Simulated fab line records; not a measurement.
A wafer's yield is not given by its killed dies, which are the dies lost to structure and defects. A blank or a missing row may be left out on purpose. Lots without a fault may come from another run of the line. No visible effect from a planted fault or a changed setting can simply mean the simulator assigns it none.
Which tool is to blame? + flow gf180mcu + 21 wafers from 7 lots sampled at 2 of the route's 602 steps

## WHAT THE GAUGES SHOWED, per wafer
GF_V4_THK_MEAS_03.
| lot  | measured     | on            | V4_CVD_02_THK (nm) |
|------|--------------|---------------|--------------------|
| L402 | day 24 10:35 | film metro-02 | 844 861 857        |
| L408 | day 26 19:08 | film metro-01 | 836 853 860        |
| L409 | day 27 10:52 | film metro-01 | 837 855 853        |
| L411 | day 27 15:23 | film metro-02 | 839 847 853        |
| L412 | day 27 22:13 | film metro-02 | 833 848 853        |
| L414 | day 28 17:05 | film metro-01 | 846 827 857        |
| L421 | day 29 20:22 | film metro-01 | 824 837 849        |

## WHICH TOOL RAN EACH LOT (tool, then ch and the chambers of the sampled wafers, then the start)
| lot  | GF_V4_CVD_02                    |
|------|---------------------------------|
| L402 | pecvd-02 ch 0,1,2, day 24 10:31 |
| L408 | pecvd-02 ch 0,1, day 26 19:02   |
| L409 | pecvd-04 ch 1,2, day 27 10:47   |
| L411 | pecvd-02 ch 1,2, day 27 15:17   |
| L412 | pecvd-01 ch 0,1, day 27 22:08   |
| L414 | pecvd-01 ch 0,1, day 28 17:02   |
| L421 | pecvd-02 ch 1,2, day 29 20:18   |
- GF_V4_CVD_02: deposits SiO2 from TEOS, target thk 850 nm, time 94.851 s.

## THE ANSWER, worked out from the rows above alone
Rule: usual is defined by the lots themselves. The widest of any qualifying gaps counts: lots, ordered by their means at a reading, are off when they make up no more than a third of the lots, leave a main group of 4 or more, and stand apart from it by 3 or more times the standard deviation of that group's means. If all means in a main group match to the digits the tables above print for the reading, that group is not used. Also off: a lot with no number at a reading for which 4 or more lots have one. Where the step has rows for the other lots, those lots are counted as sound.
Nothing can be told from this: no lot is off at any reading shown.

## WHAT THE SIMULATOR HAD INSERTED
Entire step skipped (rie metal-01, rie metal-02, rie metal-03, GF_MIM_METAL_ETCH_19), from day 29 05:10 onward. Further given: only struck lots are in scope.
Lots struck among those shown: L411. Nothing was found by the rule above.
